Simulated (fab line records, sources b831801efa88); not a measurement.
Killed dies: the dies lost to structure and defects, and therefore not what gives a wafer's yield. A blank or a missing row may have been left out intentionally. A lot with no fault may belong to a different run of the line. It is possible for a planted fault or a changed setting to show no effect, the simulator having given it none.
Which tool did it? :: flow sky130 :: Sampling: 6 lots, 18 wafers, 2 of 708 route steps

WHAT EACH GAUGE READ, for each wafer
SKY_VIA4_THK_MEAS_01.
lot: L430
measured: day 42 07:17
on: film_metro-01
VIA4_HDPCVD_THK (nm): 1748 1772 1737

lot: L432
measured: day 42 21:01
on: film_metro-01
VIA4_HDPCVD_THK (nm): 1749 1752 1750

lot: L435
measured: day 44 00:45
on: film_metro-01
VIA4_HDPCVD_THK (nm): 1771 1781 1778

lot: L436
measured: day 44 03:22
on: film_metro-02
VIA4_HDPCVD_THK (nm): 1774 1795 1784

lot: L440
measured: day 44 21:17
on: film_metro-02
VIA4_HDPCVD_THK (nm): 1731 1693 1710

lot: L442
measured: day 45 17:02
on: film_metro-01
VIA4_HDPCVD_THK (nm): 1701 1733 1764

WHAT TOOL EACH LOT RAN ON (gives the tool, then ch and the chambers of the sampled wafers, and finally the start)
lot: L430
SKY_VIA3_CLEAN_19: wet_bench-01 ch 3, day 40 04:07

lot: L432
SKY_VIA3_CLEAN_19: wet_bench-01 ch 1, day 40 17:31

lot: L435
SKY_VIA3_CLEAN_19: wet_bench-02 ch 1, day 41 23:21

lot: L436
SKY_VIA3_CLEAN_19: wet_bench-01 ch 0, day 42 01:12

lot: L440
SKY_VIA3_CLEAN_19: wet_bench-01 ch 2, day 42 21:33

lot: L442
SKY_VIA3_CLEAN_19: wet_bench-01 ch 0, day 43 17:45
- SKY_VIA3_CLEAN_19: cleans in O3/DIW.

THE ANSWER, worked out from the rows above alone
Rule: usual is defined by the lots themselves. Put in order of their means at a reading, lots are off if they are a third of the lots or fewer, leave a main group of 4 or more, and stand apart from it by a gap of 3 or more times the standard deviation of the main group's means; of several such gaps the widest counts. A main group whose means are all the same, to the digits that the tables above print for the reading, isn't used. Also off: a lot with no number at a reading for which 4 or more lots have one. Any other lot the step has rows for is counted as sound.
No lot is off at any reading shown: from this, nothing can be told.

WHAT THE SIMULATOR HAD INSERTED
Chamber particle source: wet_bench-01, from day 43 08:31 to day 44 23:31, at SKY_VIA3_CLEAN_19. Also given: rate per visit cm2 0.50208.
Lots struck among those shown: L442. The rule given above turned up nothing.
